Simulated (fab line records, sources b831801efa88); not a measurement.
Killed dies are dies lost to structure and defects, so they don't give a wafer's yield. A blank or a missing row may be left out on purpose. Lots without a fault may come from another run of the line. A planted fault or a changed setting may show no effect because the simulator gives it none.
fab line records | flow sky130
record lots=14 wafers=40 last_day=50
route steps=708 shown FIELD_ISO@18 PWDE@52 NWELL@63 PAD_OPEN@708
lots that met no fault: from a run of the same line without faults
start_h: hours from the record's first day to the start of the lot's first wafer shown | wait_h: hours since the lot's step before | " the same as in the row above | L1.1+2: a row that stands for several wafers | - no value, or no start given | * or withheld: withheld | < > ~ a bound
route shown NAME@n: a module of which the file shows steps, and the number in the route of the first | usual: mean/standard deviation of fault-free wafers | same: alike in all rows | chamber/n: place in a boat | sites: the reading at each site | _std_site: their standard deviation | _edge_site: outer sites' mean less inner sites' | radius_mm: how far each site lies from the wafer's centre | mask NAME#n: copy n | behind: the tool/chamber that last shaped the wafer | hold: why the lot was held/for how many hours/how that ended | device: the transistor (n, p or np) that didn't switch | end of line: the same wafers' tests at the end of the route | a step without rows: its recipe alone | killed: dies lost to structure and defects at the first sort, not the wafer's yield | map: a wafer's dies, x killed, . not, _ none there
set.NAME: the setting as run; set.NAME@STEP: as run at that earlier step | model.NAME: the simulator's own value behind a step, which no gauge read
steps of the route over a sample of lots; a table a step, a row a wafer
services: from which hour (start_h, from the record's first day; less than 0 if before it) a tool's chamber was out of use, for how many hours, and why
## steps
# step SKY_FIELD_ISO_ETCH_17
# recipe target_depth_a=3420 mask_material=Si3N4 chemistry=HBr/Cl2/O2 target=Si taper_deg=5 icp_w=600 bias_w=150 pressure_mtorr=15 HBr_flow_sccm=150 Cl2_flow_sccm=40 O2_flow_sccm=6 time_s=97.7
# usual drypump_motor_current_A=5.6/0.41 oes_product_au=1.002/0.013 run_length_s=126.1/0.35 throttle_valve_pct=25.655/0.012
# columns lot.wafer tool chamber start_h wait_h drypump_motor_current_A oes_product_au rf_hours_counter_h run_length_s throttle_valve_pct
L492.1 rie_si-02 3 28.46 0.1 5.2 0.995 121 125.9 25.641
L492.4 " 1 " " 5.3 1.020 115 126.0 25.652
L492.6 " 1 " " 5.4 1.013 - 125.7 25.635
L494.3 rie_si-01 2 38.69 0.0 5.6 1.005 71 126.3 25.652
L494.4 " 3 " " 6.1 0.987 19 126.0 25.667
L494.6 " 3 " " 6.2 0.982 - 126.1 25.658
L495.1 rie_si-01 0 44.51 0.1 5.2 0.987 1 125.4 25.675
L495.5 " 3 " " 6.1 0.984 - 125.7 25.676
L495.6 " 2 " " 5.6 1.006 - 126.2 25.670
L496.2 rie_si-01 1 51.61 0.1 5.4 1.009 2 126.3 25.646
L496.3 " 3 " " 6.1 0.983 20 125.8 25.659
L496.6 " 0 " " 5.2 0.995 - 125.5 25.663
L497.3 rie_si-02 1 58.31 0.0 5.3 1.027 116 125.7 25.647
L497.4 " 0 " " 5.8 1.009 85 126.3 25.640
L497.5 " 3 " " 5.2 1.022 - 126.4 25.637
L498.3 rie_si-01 3 62.46 0.0 6.1 0.991 20 126.2 25.655
L498.5 " 1 " " 5.4 1.008 - 126.5 25.650
L498.6 " 0 " " 5.2 0.990 - 125.8 25.648
L499.2 rie_si-01 3 67.94 0.1 6.1 0.983 20 126.2 25.688
L499.5 " 1 " " 5.4 1.006 - 126.2 25.658
L499.6 " 2 " " 5.6 1.008 - 125.7 25.679
L502.1 rie_si-01 0 81.04 0.1 5.2 0.994 1 125.7 25.664
L502.2 " 1 " " 5.4 1.010 2 126.3 25.652
L502.3 " 2 " " 5.6 1.019 72 125.8 25.638
L507.4 rie_si-01 3 108.53 0.1 6.1 0.983 - 126.3 25.672
L507.5 " 1 " " 5.4 1.001 - 126.4 25.657
L507.6 " 0 " " 5.2 0.983 - 100.1 25.669
L508.4 rie_si-01 3 112.88 0.1 6.1 0.990 - 126.0 25.669
L508.6 " 0 " " 5.2 0.987 - 100.5 25.655
L511.1 rie_si-01 3 128.29 0.1 6.1 0.983 20 100.4 25.665
L511.6 " 3 " " 6.1 0.980 - 100.6 25.666
L512.1 rie_si-02 2 134.09 0.1 6.4 0.986 23 126.4 25.657
L512.2 " 0 " " 5.8 1.012 86 126.5 25.659
L512.5 " 1 " " 5.3 1.011 - 126.0 25.645
L514.3 rie_si-02 3 143.26 0.0 5.2 1.013 122 126.3 25.661
L514.4 " 1 " " 5.3 1.025 116 126.1 25.649
L514.6 " 1 " " 5.3 1.014 - 126.0 25.643
L515.1 rie_si-02 0 149.19 0.1 5.8 1.002 86 126.2 25.659
L515.3 " 2 " " 6.4 0.995 23 125.9 25.667
L515.5 " 0 " " 5.8 1.008 - 126.6 25.653
# step SKY_FIELD_ISO_CMP_27
# recipe stop_on=Si3N4 t_overpolish_s=16 down_force_psi=4 platen_rpm=60 target_thk_nm=457.8 pad_velocity_m_s=0.94248
# usual edge_zone_pressure_frac=1.000/0.0047 motor_current_A=11.2/0.7 overpolish_run_s=16.000/0.0093 time_to_endpoint_s=109/3.8
# columns lot.wafer tool chamber start_h wait_h edge_zone_pressure_frac motor_current_A overpolish_run_s time_to_endpoint_s
L492.4 cmp-01 2 35.95 0.0 0.995 11.5 15.996 113
L492.1 " 3 " " 1.009 12.2 15.997 111
L492.6 " 2 " " 0.998 11.1 16.024 112
L494.4 cmp-01 0 47.71 0.0 1.001 10.4 16.007 105
L494.3 " 2 " " 1.000 11.4 15.999 111
L494.6 " 0 " " 0.997 11.2 15.995 108
L495.1 cmp-02 0 51.19 0.1 1.003 11.1 16.005 115
L495.5 " 1 " " 0.997 11.7 15.994 104
L495.6 " 2 " " 0.996 10.6 15.980 110
L496.3 cmp-01 1 57.66 0.1 1.009 11.8 16.004 103
L496.2 " 3 " " 1.005 12.5 16.010 106
L496.6 " 1 " " 1.004 12.3 16.006 106
L497.4 cmp-01 2 61.62 0.1 0.997 10.8 15.989 115
L497.3 " 3 " " 0.994 12.0 16.005 113
L497.5 " 0 " " 0.996 11.2 16.007 113
L498.3 cmp-01 2 68.01 0.4 0.997 11.3 15.999 111
L498.6 " 3 " " 0.990 11.7 15.990 110
L498.5 " 0 " " 1.002 11.8 16.004 110
L499.2 cmp-02 3 71.80 0.0 1.008 10.6 15.993 116
L499.6 " 3 " " 1.010 10.2 16.004 111
L499.5 " 0 " " 1.003 11.1 15.998 118
L502.2 cmp-01 1 87.23 0.0 0.998 11.8 16.017 105
L502.3 " 3 " " 0.998 10.9 16.002 106
L502.1 " 0 " " 0.995 10.5 16.008 105
L507.4 cmp-02 3 112.98 0.1 1.000 10.0 15.991 109
L507.6 " 0 " " 1.006 11.1 16.004 115
L507.5 " 1 " " 0.995 11.4 15.983 109
L508.4 cmp-01 1 116.64 0.0 0.994 12.6 16.001 108
L508.6 " 2 " " 1.004 11.2 15.996 108
L511.1 cmp-01 1 131.65 0.0 1.003 11.9 15.999 109
L511.6 " 2 " " 1.002 11.4 15.987 110
L512.1 cmp-02 2 137.30 0.0 1.003 10.7 16.004 111
L512.2 " 3 " " 1.004 9.9 16.002 114
L512.5 " 3 " " 1.003 10.1 16.000 108
L514.4 cmp-02 3 149.45 0.0 0.996 10.1 16.004 113
L514.3 " 2 " " 1.003 11.1 16.008 116
L514.6 " 0 " " 1.003 10.0 16.001 115
L515.1 cmp-02 2 153.81 0.0 0.994 11.1 15.992 116
L515.3 " 1 " " 0.998 11.1 16.001 106
L515.5 " 3 " " 1.000 10.3 16.002 111
# step SKY_PWDE_OVL_MEAS_07
# usual PWDE_OVL=-0.2/1.2
# columns lot.wafer tool chamber start_h wait_h PWDE_OVL[nm]
L492.1 overlay-01 - 74.47 - 0.5
L492.4 " - " " -0.2
L492.6 " - " " 0.0
L494.3 overlay-01 - 84.99 - 1.2
L494.4 " - " " 1.5
L494.6 " - " " -1.5
L495.1 overlay-02 - 88.17 - 0.7
L495.5 " - " " 0.8
L495.6 " - " " -2.0
L496.2 overlay-01 - 93.00 - -1.1
L496.3 " - " " 0.1
L496.6 " - " " -2.1
L497.3 overlay-02 - 98.69 - 0.2
L497.4 " - " " 1.0
L497.5 " - " " 1.0
L498.3 overlay-01 - 105.59 - -1.6
L498.5 " - " " -1.2
L498.6 " - " " -0.5
L499.2 overlay-02 - 110.13 - 0.4
L499.5 " - " " 1.7
L499.6 " - " " 0.0
L502.1 overlay-01 - 125.62 - -3.8
L502.2 " - " " -1.4
L502.3 " - " " -1.8
L507.4 overlay-01 - 153.36 - -1.9
L507.5 " - " " -1.7
L507.6 " - " " 1.1
L508.4 overlay-01 - 158.94 - -0.3
L508.6 " - " " -3.1
L511.1 overlay-01 - 173.67 - -0.7
L511.6 " - " " 0.1
L512.1 overlay-01 - 179.07 - 0.2
L512.2 " - " " -0.3
L512.5 " - " " 0.4
L514.3 overlay-02 - 193.14 - -0.6
L514.4 " - " " -2.3
L514.6 " - " " -0.2
L515.1 overlay-02 - 198.57 - 0.2
L515.3 " - " " 0.4
L515.5 " - " " -0.4
# step SKY_NWELL_OVL_MEAS_10
# usual NWELL_00_OVL=0.0/1.2
# columns lot.wafer tool chamber start_h wait_h NWELL_00_OVL[nm]
L492.1 overlay-01 - 91.69 - -2.1
L492.4 " - " " -0.4
L492.6 " - " " -1.2
L494.3 overlay-01 - 102.20 - 0.5
L494.4 " - " " -1.5
L494.6 " - " " -0.4
L495.1 overlay-02 - 105.74 - 0.5
L495.5 " - " " 0.3
L495.6 " - " " 0.3
L496.2 overlay-01 - 111.10 - 0.7
L496.3 " - " " 1.3
L496.6 " - " " 1.2
L497.3 overlay-02 - 117.09 - -0.9
L497.4 " - " " 0.8
L497.5 " - " " 0.9
L498.3 overlay-01 - 124.35 - -1.7
L498.5 " - " " 0.2
L498.6 " - " " -0.4
L499.2 overlay-02 - 129.15 - 0.0
L499.5 " - " " -1.7
L499.6 " - " " 0.9
L502.1 overlay-02 - 145.32 - 2.5
L502.2 " - " " -0.6
L502.3 " - " " 0.3
L507.4 overlay-02 - 173.36 - -0.2
L507.5 " - " " -1.4
L507.6 " - " " -1.6
L508.4 overlay-02 - 179.44 - -2.2
L508.6 " - " " -2.8
L511.1 overlay-02 - 197.87 - 0.6
L511.6 " - " " 2.6
L512.1 overlay-01 - 200.44 - 1.7
L512.2 " - " " 0.1
L512.5 " - " " -0.4
L514.3 overlay-02 - 213.75 - -1.3
L514.4 " - " " 0.2
L514.6 " - " " -0.2
L515.1 overlay-02 - 219.27 - -1.9
L515.3 " - " " 0.1
L515.5 " - " " -1.0
# step SKY_PAD_OPEN_PROBE_99
# usual killed_at_M0_to_M3=44/7 killed_at_M4_up=3.1/1.8 killed_at_contacts=25/5.1 killed_at_front_end=15/4.3 killed_at_other=0.3/0.61 killed_dies=87/9.8 killed_open=48/7 killed_short=38/6.3
# same gross_dies=492 killed_at_back_side=0
# columns lot.wafer tool chamber start_h wait_h killed_at_M0_to_M3 killed_at_M4_up killed_at_contacts killed_at_front_end killed_at_other killed_dies killed_open killed_short
L494.3 prober-02 - 1091.94 0.2 49 1 26 9 0 85 49 36
L494.4 prober-02 - 1091.99 0.2 33 4 29 11 0 77 41 35
L494.6 prober-02 - 1092.09 0.2 36 2 18 16 0 72 37 35
L497.3 prober-01 - 1105.71 0.2 45 2 30 13 0 90 45 45
L497.4 prober-01 - 1105.76 0.2 33 4 17 16 0 70 40 30
L497.5 prober-01 - 1105.81 0.2 41 3 29 14 0 87 49 37
L498.3 prober-02 - 1114.17 0.2 34 2 26 18 1 81 48 33
L498.5 prober-02 - 1114.27 0.2 45 5 21 17 1 89 48 41
L498.6 prober-02 - 1114.32 0.2 51 7 19 16 0 93 55 37
L499.2 prober-01 - 1122.34 0.1 43 5 26 16 0 90 45 44
L499.5 prober-01 - 1122.49 0.2 51 4 23 15 0 93 42 50
L499.6 prober-01 - 1122.54 0.2 46 3 20 23 0 92 59 31
L502.1 prober-02 - 1136.29 0.1 44 6 19 8 0 77 39 37
L502.2 prober-02 - 1136.34 0.1 47 5 32 14 0 98 58 39
L502.3 prober-02 - 1136.39 0.2 53 3 40 18 1 115 64 50
L507.4 prober-01 - 1163.19 0.2 42 3 30 12 1 88 45 43
L507.5 prober-01 - 1163.24 0.2 40 3 29 14 0 86 54 32
L507.6 prober-01 - 1163.29 0.2 52 1 30 7 0 90 56 34
L508.4 prober-02 - 1168.59 0.2 46 3 24 20 0 93 60 33
L511.1 prober-01 - 1182.59 0.1 44 4 27 18 2 95 52 43
L511.6 prober-01 - 1182.84 0.2 43 1 20 18 0 82 45 37
L514.3 prober-02 - 1193.79 0.2 58 3 27 17 0 105 54 50
L514.4 prober-02 - 1193.84 0.2 41 2 22 11 0 76 44 32
L514.6 prober-02 - 1193.94 0.2 52 5 21 9 0 87 60 27
# killed by level:class
L494.3 LI_CONTACT:geometric_particle:open=12 VIA1:geometric_particle:open=12 METAL2:geometric_particle:short=6 VIA2:geometric_particle:open=6 VIA3:geometric_particle:open=6 LOCAL_INTERCONNECT:geometric_particle:short=5 VIA3:geometric_particle:short=5 POLY_GATE:geometric_particle:open=4
L494.4 LOCAL_INTERCONNECT:geometric_particle:short=8 VIA1:geometric_particle:open=7 LI_CONTACT:geometric_particle:open=6 CONTACT:geometric_particle:open=6 VIA2:geometric_particle:open=5 VIA3:geometric_particle:open=5 METAL1:geometric_particle:open=4 METAL1:geometric_particle:short=4
L494.6 VIA1:geometric_particle:open=11 LI_CONTACT:geometric_particle:open=7 FIELD_ISO:geometric_particle:short=6 METAL1:geometric_particle:short=4 METAL2:geometric_particle:short=4 VIA3:geometric_particle:open=4 LOCAL_INTERCONNECT:geometric_particle:open=3 POLY_GATE:geometric_particle:short=3
L497.3 CONTACT:geometric_particle:open=13 METAL2:geometric_particle:short=9 VIA2:geometric_particle:open=7 FIELD_ISO:geometric_particle:short=6 VIA3:geometric_particle:open=6 CONTACT:geometric_particle:short=6 VIA1:geometric_particle:short=6 VIA1:geometric_particle:open=6
L497.4 VIA1:geometric_particle:open=7 CONTACT:geometric_particle:open=6 VIA3:geometric_particle:open=6 FIELD_ISO:geometric_particle:open=5 VIA3:geometric_particle:short=5 LI_CONTACT:geometric_particle:open=4 SPACER:geometric_particle:open=3 LOCAL_INTERCONNECT:geometric_particle:short=3
L497.5 CONTACT:geometric_particle:open=10 VIA1:geometric_particle:open=10 LOCAL_INTERCONNECT:geometric_particle:short=9 VIA3:geometric_particle:open=8 METAL2:geometric_particle:short=7 FIELD_ISO:geometric_particle:open=5 LI_CONTACT:geometric_particle:open=5 VIA1:geometric_particle:short=4
L498.3 CONTACT:geometric_particle:open=10 VIA1:geometric_particle:open=9 VIA2:geometric_particle:open=7 LOCAL_INTERCONNECT:geometric_particle:short=6 FIELD_ISO:geometric_particle:open=5 LI_CONTACT:geometric_particle:open=5 METAL1:geometric_particle:short=5 POLY_GATE:geometric_particle:open=4
L498.5 VIA1:geometric_particle:open=12 CONTACT:geometric_particle:open=9 VIA3:geometric_particle:short=7 VIA2:geometric_particle:open=6 POLY_GATE:geometric_particle:short=5 LI_CONTACT:geometric_particle:open=5 METAL4:geometric_particle:short=4 FIELD_ISO:geometric_particle:short=4
L498.6 VIA1:geometric_particle:open=16 VIA3:geometric_particle:open=10 CONTACT:geometric_particle:open=8 METAL1:geometric_particle:short=6 VIA2:geometric_particle:open=6 FIELD_ISO:geometric_particle:short=5 LI_CONTACT:geometric_particle:open=5 METAL4:geometric_particle:short=5
L499.2 VIA1:geometric_particle:open=10 LI_CONTACT:geometric_particle:open=8 CONTACT:geometric_particle:open=7 METAL2:geometric_particle:short=7 FIELD_ISO:geometric_particle:short=5 FIELD_ISO:geometric_particle:open=5 LOCAL_INTERCONNECT:geometric_particle:short=5 VIA3:geometric_particle:open=5
L499.5 VIA1:geometric_particle:open=11 VIA2:geometric_particle:open=8 CONTACT:geometric_particle:open=6 VIA1:geometric_particle:short=6 VIA2:geometric_particle:short=5 LI_CONTACT:geometric_particle:open=5 METAL2:geometric_particle:short=5 VIA3:geometric_particle:short=5
L499.6 VIA1:geometric_particle:open=15 CONTACT:geometric_particle:open=8 VIA2:geometric_particle:open=7 FIELD_ISO:geometric_particle:short=6 POLY_GATE:geometric_particle:open=6 LI_CONTACT:geometric_particle:open=6 FIELD_ISO:geometric_particle:open=5 METAL2:geometric_particle:short=5
L502.1 VIA1:geometric_particle:open=9 VIA2:geometric_particle:open=9 VIA1:geometric_particle:short=7 CONTACT:geometric_particle:short=6 METAL2:geometric_particle:short=5 VIA3:geometric_particle:open=5 METAL4:geometric_particle:short=5 LI_CONTACT:geometric_particle:open=4
L502.2 CONTACT:geometric_particle:open=12 VIA3:geometric_particle:open=10 VIA1:geometric_particle:open=9 CONTACT:geometric_particle:short=7 LI_CONTACT:geometric_particle:open=6 LOCAL_INTERCONNECT:geometric_particle:short=6 VIA2:geometric_particle:open=6 METAL1:geometric_particle:short=5
L502.3 VIA3:geometric_particle:open=12 LI_CONTACT:geometric_particle:open=10 CONTACT:geometric_particle:open=9 VIA2:geometric_particle:open=9 CONTACT:geometric_particle:short=8 VIA1:geometric_particle:open=7 LOCAL_INTERCONNECT:geometric_particle:short=6 METAL1:geometric_particle:short=6
L507.4 CONTACT:geometric_particle:open=14 VIA1:geometric_particle:open=11 CONTACT:geometric_particle:short=7 VIA1:geometric_particle:short=7 FIELD_ISO:geometric_particle:short=5 METAL3:geometric_particle:short=5 LI_CONTACT:geometric_particle:open=4 METAL2:geometric_particle:short=4
L507.5 CONTACT:geometric_particle:open=16 VIA1:geometric_particle:open=11 METAL2:geometric_particle:short=7 FIELD_ISO:geometric_particle:open=6 POLY_GATE:geometric_particle:open=5 CONTACT:geometric_particle:short=5 LI_CONTACT:geometric_particle:open=4 VIA2:geometric_particle:open=4
L507.6 VIA1:geometric_particle:open=14 LI_CONTACT:geometric_particle:open=13 VIA3:geometric_particle:open=9 CONTACT:geometric_particle:open=9 METAL2:geometric_particle:short=7 VIA2:geometric_particle:open=6 LI_CONTACT:geometric_particle:short=5 VIA1:geometric_particle:short=4
L508.4 CONTACT:geometric_particle:open=11 VIA1:geometric_particle:open=11 VIA2:geometric_particle:open=9 LI_CONTACT:geometric_particle:open=6 VIA3:geometric_particle:open=5 FIELD_ISO:geometric_particle:open=4 SPACER:geometric_particle:short=4 VIA1:geometric_particle:short=4
L511.1 LI_CONTACT:geometric_particle:open=12 CONTACT:geometric_particle:open=8 POLY_GATE:geometric_particle:open=7 VIA3:geometric_particle:short=6 VIA2:geometric_particle:open=6 VIA3:geometric_particle:open=6 VIA2:geometric_particle:short=5 VIA1:geometric_particle:open=4
L511.6 VIA1:geometric_particle:open=13 METAL2:geometric_particle:short=8 CONTACT:geometric_particle:open=6 VIA3:geometric_particle:open=6 LI_CONTACT:geometric_particle:open=5 POLY_GATE:geometric_particle:open=4 LI_CONTACT:geometric_particle:short=4 CONTACT:geometric_particle:short=4
L514.3 VIA1:geometric_particle:open=16 METAL1:geometric_particle:short=10 VIA3:geometric_particle:open=9 CONTACT:geometric_particle:open=8 LI_CONTACT:geometric_particle:open=7 FIELD_ISO:geometric_particle:short=5 LI_CONTACT:geometric_particle:short=4 CONTACT:geometric_particle:short=4
L514.4 VIA1:geometric_particle:open=14 CONTACT:geometric_particle:open=8 LI_CONTACT:geometric_particle:open=7 VIA3:geometric_particle:open=6 VIA1:geometric_particle:short=5 POLY_GATE:geometric_particle:short=3 LOCAL_INTERCONNECT:geometric_particle:short=3 VIA3:geometric_particle:short=3
L514.6 VIA1:geometric_particle:open=15 VIA2:geometric_particle:open=13 VIA3:geometric_particle:open=10 CONTACT:geometric_particle:open=9 LI_CONTACT:geometric_particle:open=5 VIA1:geometric_particle:short=4 CONTACT:geometric_particle:short=3 METAL4:geometric_particle:short=3
## services
# columns tool chamber start_h hours kind
cmp-01 - 11.22 2.0 repair
cmp-01 - 26.78 0.9 repair
rie_si-02 3 33.90 5.8 repair
cmp-01 - 48.63 4.6 pm
cmp-02 - 64.00 4.0 pm
cmp-02 - 68.00 - consumable_replace:conditioner
cmp-02 - 68.00 - consumable_replace:pad
cmp-02 - 89.61 1.0 repair
rie_si-01 2 104.66 10.2 repair
cmp-02 - 132.49 0.9 repair
## key
first_sign step=SKY_FIELD_ISO_ETCH_17 reading=run_length_s direction=down sigmas=74 usual=* struck=*
effect none on later readings
met_at SKY_FIELD_ISO_ETCH_17
struck_lots L507,L508,L511
struck_wafers L507.6,L508.6,L511.1,L511.6
tester_left_out L507,L508,L511
not_acting_at SKY_FIELD_ISO_CMP_27,SKY_PWDE_OVL_MEAS_07,SKY_NWELL_OVL_MEAS_10
onset_between 81.04 108.53
fault kind=process_parameter_drift tool=rie_si-01 chamber=- onset_h=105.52 steps=SKY_FIELD_ISO_ETCH_17 channel=time_s offset=* shape=step end_h=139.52 scope=struck_wafers_only acts_in=* stated=*
# tester_left_out: of these lots the tester's yield and bins aren't shown, on N5 and GAA mostly nor the transistor test; their killed dies are dies lost to structure and defects alone, not to doping, threshold or leakage, so they don't give the yield
